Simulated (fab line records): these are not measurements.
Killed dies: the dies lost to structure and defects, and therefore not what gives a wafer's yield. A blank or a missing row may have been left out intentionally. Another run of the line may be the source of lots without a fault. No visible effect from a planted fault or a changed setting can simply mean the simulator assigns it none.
Comparing a struck lot with a sound one -- flow gf180mcu -- 14 steps out of a route of 602
Sound: wafers L925.1, L925.5, L925.6. Struck: wafer L944.6 (L944.2, L944.4, from the same lot, were not struck and are left out); the cause is given at the end.
Per side, at each step with rows, come the tool, then ch with its chambers, and then its first start. Under that, the readings that differ: sound wafers -- struck wafers -- difference of the means -- sigmas: that difference in standard deviations of wafers without a fault.
alike: a reading whose means differ by less than 2 such deviations, as well as words and numbers matching on both sides. not compared: withheld readings; readings where some wafer has no value; bounds like >300 that might hide an equal value; numbers whose values overlap and for which the record gives no deviation.
The two part at a step that has a row with sigmas, a row that says differs or no value, or rows on one side only. Non-overlapping numbers with no deviation appear without sigmas and do not part them. A reading that every wafer of one side lacks parts them only if that side has two wafers or more.

first, 6 steps without rows for these wafers: GF_TOP_METAL_HMDS_08 (prime time 60 s); GF_TOP_METAL_COAT_09 (resist thk 1500 nm); GF_TOP_METAL_SOFTBAKE_10 (time 60 s); GF_TOP_METAL_EXPOSE_11 (exposes mask MetalTop, target cd 440 nm); GF_TOP_METAL_PEB_12; GF_TOP_METAL_DEVELOP_13 (develop time 60 s).
GF_TOP_METAL_CD_MEAS_14 targets a cd of 440 nm.
  sound: cd sem-02 at day 28 21:32; struck: cd sem-01 at day 33 19:04
  alike: cd nm
GF_TOP_METAL_OVL_MEAS_15:
  sound: overlay-02 at day 28 21:40; struck: overlay-01 at day 33 19:10
  alike: TOP_METAL_OVL
GF_TOP_METAL_METAL_ETCH_16: etches the open film in Cl2/BCl3, stops on SiO2, target depth 1077.5 nm, time 179.6 s.
  sound on rie metal-04 ch 0,1, day 28 21:42; struck on rie metal-04 ch 0, day 33 19:16
reading,sound,struck,difference,sigmas
oes product au (a.u.),0.978 0.976 0.971,0.957,-0.018,-3
  alike: bcl3 flow sccm, drypump motor current A, throttle valve pct
  not compared: rf hours counter h
GF_TOP_METAL_STRIP_17: strips in O2/N2.
  sound on plasma asher-03 ch 0,1, day 28 21:52; struck on plasma asher-04 ch 1, day 33 19:33
reading,sound,struck,difference,sigmas
heater power w (W),354 350 327,437,+93,+2
strip time to endpoint s (s),13.26 13.30 13.35,13.52,+0.22,+3
  alike: drypump motor current A, n2 flow sccm, oes product au
  not compared: rf hours counter h
then, 2 steps without rows for these wafers: GF_TOP_METAL_STRIP_18 (strips in post etch residue remover, time 1200 s); GF_TOP_METAL_CLEAN_19 (cleans in DIW).
GF_PASSIVATION_CVD_00: deposits SiO2 from TEOS, target thk 1000 nm, time 111.95 s.
  sound on pecvd-03 ch 1,2, day 28 22:25; struck on pecvd-04 ch 1, day 33 20:05
reading,sound,struck,difference,sigmas
run length s (s),139.4 139.3 140.0,138.1,-1.5,-3
model.SiO2_of_PASSIVATION_CVD_00.thk nm (nm),988.9 1008 1003,987.7,-12.3,
  alike: heater power w
GF_PASSIVATION_THK_MEAS_01:
  sound: film metro-01 at day 28 22:29; struck: film metro-03 at day 33 20:10
  alike: PASSIVATION_CVD_00_THK

== WHERE THEY PART ==
First at GF_TOP_METAL_METAL_ETCH_16; last, within this record, at GF_PASSIVATION_CVD_00. Later steps at which nothing parts them and some readings are alike: GF_PASSIVATION_THK_MEAS_01.

WHY: what had been put in by the simulator
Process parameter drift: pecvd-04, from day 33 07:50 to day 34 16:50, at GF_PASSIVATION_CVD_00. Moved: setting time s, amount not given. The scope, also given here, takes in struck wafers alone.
